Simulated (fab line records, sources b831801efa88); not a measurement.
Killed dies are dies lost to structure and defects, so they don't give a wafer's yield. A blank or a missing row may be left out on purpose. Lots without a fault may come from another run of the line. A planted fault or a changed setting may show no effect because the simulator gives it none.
Which tool did it? | flow sky130 | 11 lots, 31 wafers sampled, at 5 steps of a route of 708

WHAT THE GAUGES READ, wafer by wafer
SKY_SD_N_OVL_MEAS_08.
lot  | measured     | on         | SD_N_OVL (nm)
L650 | day 28 19:32 | overlay-01 | -1.2 -0.3 -1.6
L651 | day 29 19:31 | overlay-01 | -0.7 -3.5 -2.1
L653 | day 30 02:47 | overlay-01 | 0.4 0.3 -1.5
L656 | day 31 16:00 | overlay-01 | -0.6 -1.1 -0.8
L657 | day 31 20:26 | overlay-02 | -1.8 -1.9 -2.3
L658 | day 32 02:37 | overlay-01 | -3.5 -3.8 -2.9
L659 | day 32 09:23 | overlay-01 | -0.9 -1.4 -0.7
L664 | day 34 03:26 | overlay-01 | 0.8 0.3 2.2
L661 | day 34 04:32 | overlay-02 | 2.2 2.1 2.6
L670 | day 35 23:14 | overlay-02 | -2.8 -2.8
L671 | day 36 04:32 | overlay-01 | -0.3 -1.4

SKY_LOCAL_INTERCONNECT_RS_MEAS_01: measures by four-point-probe.
lot  | measured     | on            | LOCAL_INTERCONNECT_TIN_RS (ohm/sq)
L650 | day 30 03:03 | film_metro-04 | 14.35 14.22 14.21
L651 | day 31 03:04 | film_metro-02 | 14.40 14.43 14.53
L653 | day 31 10:12 | film_metro-04 | 14.10 14.18 14.22
L656 | day 32 21:43 | film_metro-02 | 14.34 14.25 14.38
L657 | day 33 02:04 | film_metro-02 | 14.37 14.39 14.17
L658 | day 33 07:22 | film_metro-02 | 14.14 14.35 14.25
L659 | day 33 13:13 | film_metro-02 | 14.20 14.16 14.08
L664 | day 35 08:09 | film_metro-01 | 14.25 14.39 14.32
L661 | day 35 08:17 | film_metro-04 | 14.41 14.21 14.40
L670 | day 37 03:50 | film_metro-02 | 14.35 8.90
L671 | day 37 08:37 | film_metro-04 | 14.16 8.86

SKY_LOCAL_INTERCONNECT_THK_MEAS_02: measures by xrf.
lot  | measured     | on            | LOCAL_INTERCONNECT_TIN_THK (nm)
L650 | day 30 03:10 | film_metro-04 | 98.5 99.7 99.5
L651 | day 31 03:11 | film_metro-02 | 98.1 97.8 97.3
L653 | day 31 10:19 | film_metro-04 | 99.8 98.9 99.8
L656 | day 32 21:49 | film_metro-02 | 98.9 98.3 97.8
L657 | day 33 02:11 | film_metro-02 | 97.5 98.1 99.3
L658 | day 33 07:29 | film_metro-02 | 99.5 98.2 98.5
L659 | day 33 13:20 | film_metro-02 | 99.3 99.4 99.7
L664 | day 35 08:16 | film_metro-01 | 98.9 98.0 98.4
L661 | day 35 08:24 | film_metro-04 | 98.1 99.5 98.0
L670 | day 37 03:58 | film_metro-02 | 98.1 155.4
L671 | day 37 08:44 | film_metro-04 | 99.9 157.3

SKY_LOCAL_INTERCONNECT_OVL_MEAS_12.
lot  | measured     | on         | LOCAL_INTERCONNECT_OVL (nm)
L650 | day 31 07:27 | overlay-02 | -2 -1 2
L651 | day 32 06:20 | overlay-02 | -9 1 0
L653 | day 32 13:26 | overlay-01 | 3 10 5
L656 | day 33 21:50 | overlay-01 | 1 1 -1
L657 | day 34 02:02 | overlay-02 | -1 1 -3
L658 | day 34 07:32 | overlay-02 | 9 6 4
L659 | day 34 12:35 | overlay-01 | 9 8 4
L664 | day 36 10:53 | overlay-01 | 4 1 3
L661 | day 36 11:11 | overlay-02 | -1 3 1
L670 | day 38 06:02 | overlay-02 | 0 -6
L671 | day 38 09:47 | overlay-02 | 8 -1

WHICH TOOL RAN EACH LOT (tool, then ch and the chambers of the sampled wafers, then the start)
lot  | SKY_LOCAL_INTERCONNECT_SPUTTER_00
L650 | pvd_sputter-01, day 30 02:58
L651 | pvd_sputter-04, day 31 03:01
L653 | pvd_sputter-04, day 31 10:08
L656 | pvd_sputter-01, day 32 21:38
L657 | pvd_sputter-01, day 33 02:00
L658 | pvd_sputter-01, day 33 07:18
L659 | pvd_sputter-01, day 33 13:09
L664 | pvd_sputter-01, day 35 08:05
L661 | pvd_sputter-04, day 35 08:13
L670 | pvd_sputter-04, day 37 03:47
L671 | pvd_sputter-04, day 37 08:33
- SKY_LOCAL_INTERCONNECT_SPUTTER_00: material TiN, target thk 100 nm, time 83.3 s.

WHAT THE TOOLS THEMSELVES READ (means of the sampled wafers that have a number; where no wafer has one, the mark that the record gives instead)
SKY_LOCAL_INTERCONNECT_SPUTTER_00.
lot  | tool           | throttle_valve_pct (%)
L650 | pvd_sputter-01 | 30.4
L651 | pvd_sputter-04 | 30.0
L653 | pvd_sputter-04 | 29.6
L656 | pvd_sputter-01 | 29.9
L657 | pvd_sputter-01 | 29.2
L658 | pvd_sputter-01 | 31.1
L659 | pvd_sputter-01 | 31.0
L664 | pvd_sputter-01 | 30.6
L661 | pvd_sputter-04 | 29.6
L670 | pvd_sputter-04 | 29.1
L671 | pvd_sputter-04 | 29.4

THE ANSWER, worked out from the rows above alone
Rule: what is usual is taken from the lots themselves. Put in order of their means at a reading, lots are off if they are a third of the lots or fewer, leave a main group of 4 or more, and stand apart from it by a gap of 3 or more times the standard deviation of the main group's means; of several such gaps the widest counts. A main group whose means are all the same, to the digits that the tables above print for the reading, isn't used. A lot without any number at a reading at which 4 lots or more have one is off too. The other lots that the step has rows for count as sound. The gauges are gone through in route order, then the tools' own readings, and for those a lot's mean is taken as printed above. The first step at which some lot is off is used, and at that step the reading that is off furthest; a lot without a number counts as furthest.
Off: L670, L671, at SKY_LOCAL_INTERCONNECT_RS_MEAS_01 (LOCAL_INTERCONNECT_TIN_RS). The main group: mean 14.29 ohm/sq, standard deviation 0.088.
A tool fits if, at a process step before that reading, it ran every lot that is off, and no sound lot after the first of them. The gauges at SKY_LOCAL_INTERCONNECT_RS_MEAS_01 are tried like those tools. One fits: pvd_sputter-04 at SKY_LOCAL_INTERCONNECT_SPUTTER_00. Its last sound lot is L661 (day 35 08:13), its first lot that is off L670 (day 37 03:47): a fault that began between those two fits.

WHAT THE SIMULATOR HAD PUT IN
Process parameter drift: pvd_sputter-04, from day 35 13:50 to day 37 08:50, at SKY_LOCAL_INTERCONNECT_SPUTTER_00. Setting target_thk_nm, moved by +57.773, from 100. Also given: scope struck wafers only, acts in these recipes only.
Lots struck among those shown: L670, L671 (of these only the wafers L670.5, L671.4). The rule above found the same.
